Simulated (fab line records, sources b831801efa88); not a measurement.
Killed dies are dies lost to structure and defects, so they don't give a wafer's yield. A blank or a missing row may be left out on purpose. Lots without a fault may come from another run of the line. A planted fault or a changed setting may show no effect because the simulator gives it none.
A struck lot beside a sound one | flow sky130 | 15 steps out of a route of 708
Sound: wafers L861.2, L861.3, L861.4. Struck: wafer L854.2. (L854.3, L854.6 of the same lot were not struck and are left out.) The cause comes at the end.
At each step with rows: each side's tool, then ch and its chambers, then its first start. Under that, the readings that differ: sound wafers | struck wafers | difference of the means | sigmas: that difference in standard deviations of wafers without a fault.
alike: readings whose means differ by less than 2 such deviations, and words and numbers that are the same on both sides. not compared: withheld readings, readings that some wafer has no value for, bounds like >300 that may hide the same value, and numbers for which the record gives no deviation and whose values overlap.
The two part at a step that has a row with sigmas, a row that says differs or no value, or rows on one side only. Numbers that don't overlap but have no deviation are shown without sigmas and don't part them. A reading that every wafer of one side lacks parts them only if that side has two wafers or more.

first, 5 steps without rows for these wafers: SKY_LDD_HVN_COAT_02 (resist thk 300 nm); SKY_LDD_HVN_SOFTBAKE_03 (time 60 s); SKY_LDD_HVN_EXPOSE_04 (exposes mask HVNTM, target cd 700 nm); SKY_LDD_HVN_PEB_05; SKY_LDD_HVN_DEVELOP_06 (develop time 60 s).
SKY_LDD_HVN_OVL_MEAS_07:
  sound on overlay-02, day 27 06:50; struck on overlay-02, day 24 16:16
  alike: LDD_HVN_OVL
then, 1 step without rows for these wafers: SKY_LDD_HVN_IMPLANT_08.
SKY_LDD_HVN_STRIP_09: strips in O2/N2.
  sound on plasma_asher-04 ch 0,1, day 27 07:01; struck on plasma_asher-04 ch 1, day 24 16:26
  alike: drypump_motor_current_A, oes_product_au, strip_time_to_endpoint_s
  not compared: rf_hours_counter_h
SKY_LDD_HVN_TW_MEAS_10:
  sound on film_metro-04, day 27 07:08; struck on film_metro-04, day 24 16:33
  alike: LDD_HVN_TW
then, 3 steps without rows for these wafers: SKY_LDD_HVP_DEHYDRATE_00 (time 60 s); SKY_LDD_HVP_HMDS_01 (prime time 60 s); SKY_LDD_HVP_COAT_02 (resist thk 300 nm).
SKY_LDD_HVP_SOFTBAKE_03: time 60 s.
  sound on litho_track-03 ch 0, day 27 20:48; struck on litho_track-03 ch 0, day 25 05:54
  reading                  | sound             | struck | difference | sigmas
  heater_power_total_W (W) | 56.64 56.57 56.54 | 61.58  | +5.00      | +99 or more
  run_length_s (s)         | 89.20 89.23 89.21 | 75.43  | -13.78     | -99 or more
then, 1 step without rows for these wafers: SKY_LDD_HVP_EXPOSE_04 (exposes mask HVPTM, target cd 700 nm).
-- the record jumps here: 23 days lie between the struck wafers' starts before and after (it left off in module LDD_HVP and takes up again in module PAD_OPEN, whose first step shown is number 708 of the route) --
SKY_PAD_OPEN_PROBE_99:
  sound on prober-01, day 50 03:37; struck on prober-02, day 48 14:52
  reading         | sound | struck | difference | sigmas
  killed_at_M4_up | 4 0 4 | 7      | +4         | +2
  killed_at_other | 0 1 0 | 2      | +2         | +3
  alike: killed_at_M0_to_M3, killed_at_contacts, killed_at_front_end, killed_dies, killed_open, killed_short

WHERE THEY PART
First at SKY_LDD_HVP_SOFTBAKE_03; last, within this record, at SKY_PAD_OPEN_PROBE_99.

WHY: what the simulator had put in
Process parameter drift: litho_track-03, from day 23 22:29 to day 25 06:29, at SKY_LDD_HVP_SOFTBAKE_03. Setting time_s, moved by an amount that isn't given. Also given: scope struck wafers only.
